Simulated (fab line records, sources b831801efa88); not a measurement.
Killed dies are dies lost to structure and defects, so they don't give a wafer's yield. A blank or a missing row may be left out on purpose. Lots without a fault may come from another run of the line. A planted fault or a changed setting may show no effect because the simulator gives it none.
A struck lot beside a sound one | flow gf180mcu | 18 steps out of a route of 602
Sound: wafers L943.2, L943.5, L943.6. Struck: wafers L954.1, L954.2, L954.4. The cause comes at the end.
At each step with rows: each side's tool, then ch and its chambers, then its first start. Under that, the readings that differ: sound wafers | struck wafers | difference of the means | sigmas: that difference in standard deviations of wafers without a fault.
alike: readings whose means differ by less than 2 such deviations, and words and numbers that are the same on both sides. not compared: withheld readings, readings that some wafer has no value for, bounds like >300 that may hide the same value, and numbers for which the record gives no deviation and whose values overlap.
The two part at a step that has a row with sigmas, a row that says differs or no value, or rows on one side only. Numbers that don't overlap but have no deviation are shown without sigmas and don't part them. A reading that every wafer of one side lacks parts them only if that side has two wafers or more.

first, 3 steps without rows for these wafers: GF_V4_EXPOSE_11 (exposes mask Via4, target cd 260 nm); GF_V4_PEB_12 (peb time 90 s); GF_V4_DEVELOP_13 (develop time 60 s).
GF_V4_CD_MEAS_14: target cd 260 nm.
  sound on cd_sem-01, day 27 03:05; struck on cd_sem-02, day 30 00:04
  alike: cd_nm
GF_V4_OVL_MEAS_15:
  sound on overlay-01, day 27 03:11; struck on overlay-01, day 30 00:11
  alike: V4_OVL
GF_V4_ETCH_16: etches BARC in N2/H2.
  sound on rie_diel-01 ch 0,1, day 27 03:13; struck on rie_diel-01 ch 0,2,3, day 30 00:13
  alike: drypump_motor_current_A, oes_product_au, rf_fwd_power_W, throttle_valve_pct
GF_V4_ETCH_17: etches SiO2 in C4F8/O2/Ar, stops on TiN, target depth 630 nm.
  sound on rie_diel-01 ch 0,1; struck on rie_diel-01 ch 0,2,3
  alike: oes_product_au, rf_fwd_power_W
GF_V4_STRIP_18: strips in O2/N2.
  sound on plasma_asher-01 ch 0,1, day 27 03:21; struck on plasma_asher-02 ch 0,1, day 30 00:21
  alike: drypump_motor_current_A, heater_power_w, o2_flow_sccm, oes_product_au
  not compared: rf_hours_counter_h
then, 2 steps without rows for these wafers: GF_V4_STRIP_19 (strips in post etch residue remover, time 1200 s); GF_V4_CLEAN_20 (cleans in DIW).
GF_V4_SPUTTER_21: material Ti, target thk 15 nm, time 80.02 s.
  sound on pvd_sputter-02, day 27 03:53; struck on pvd_sputter-02, day 30 00:53
  alike: throttle_valve_pct
then, 1 step without rows for these wafers: GF_V4_SPUTTER_22 (material TiN, target thk 10 nm, time 40 s).
GF_V4_CVD_23: deposits W, target thk 350 nm, time 104.9 s.
  sound on cvd_w-02 ch 0,1, day 27 03:59; struck on cvd_w-01 ch 0,1, day 30 01:04
  reading                          | sound             | struck            | difference | sigmas
  chamber_pressure_Torr (Torr)     | 39.96 39.97 39.88 | 67.58 67.77 67.63 | +27.72     | +99 or more
  heater_power_outer_w (W)         | 651 583 654       | 409 443 397       | -213       | -2
  heater_power_w (W)               | 1064 1011 1066    | 713 728 701       | -333       | -2
  model.W_of_V4_CVD_23.thk_nm (nm) | 347 340.2 342.7   | 446.2 439 445.9   | +100.4     |
GF_V4_RS_MEAS_24: measures by four-point-probe.
  sound on film_metro-04, day 27 04:08; struck on film_metro-04, day 30 01:11
  reading          | sound             | struck            | difference | sigmas
  V4_W_RS (ohm/sq) | 0.330 0.337 0.334 | 0.256 0.260 0.256 | -0.076     | -19
GF_V4_THK_MEAS_25: measures by xrf.
  sound on film_metro-04, day 27 04:14; struck on film_metro-04, day 30 01:18
  reading       | sound       | struck      | difference | sigmas
  V4_W_THK (nm) | 341 335 338 | 441 432 440 | +100       | +20
GF_V4_CMP_26: polishes, stops on SiO2, t overpolish 15 s, target thk 0 nm.
  sound on cmp-01 ch 0,1,2, day 27 04:26; struck on cmp-02 ch 1,2,3, day 30 01:22
  reading                | sound    | struck      | difference | sigmas
  time_to_endpoint_s (s) | 85 79 80 | 116 104 109 | +28        | +8
  alike: head_pressure_psi, motor_current_A, retaining_ring_pressure_frac, slurry_filter_dp_kPa
GF_MIM_SPUTTER_00: material Ti, target thk 37.5 nm, time 150 s.
  sound on pvd_sputter-04, day 27 04:35; struck on pvd_sputter-01, day 30 01:40
  alike: throttle_valve_pct
-- the record jumps here: 4 days lie between the struck wafers' starts before and after (it left off in module MIM and takes up again in module PASSIVATION, whose first step shown is number 602 of the route) --
GF_PASSIVATION_PROBE_99:
  the record has rows for the struck wafers here (prober-02, day 33 21:55) and none for the sound ones

WHERE THEY PART
First at GF_V4_CVD_23; last, within this record, at GF_PASSIVATION_PROBE_99.

WHY: what the simulator had put in
Process parameter drift: cvd_w-01, from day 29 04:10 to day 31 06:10, at GF_V4_CVD_23. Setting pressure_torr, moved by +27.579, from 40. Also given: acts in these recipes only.
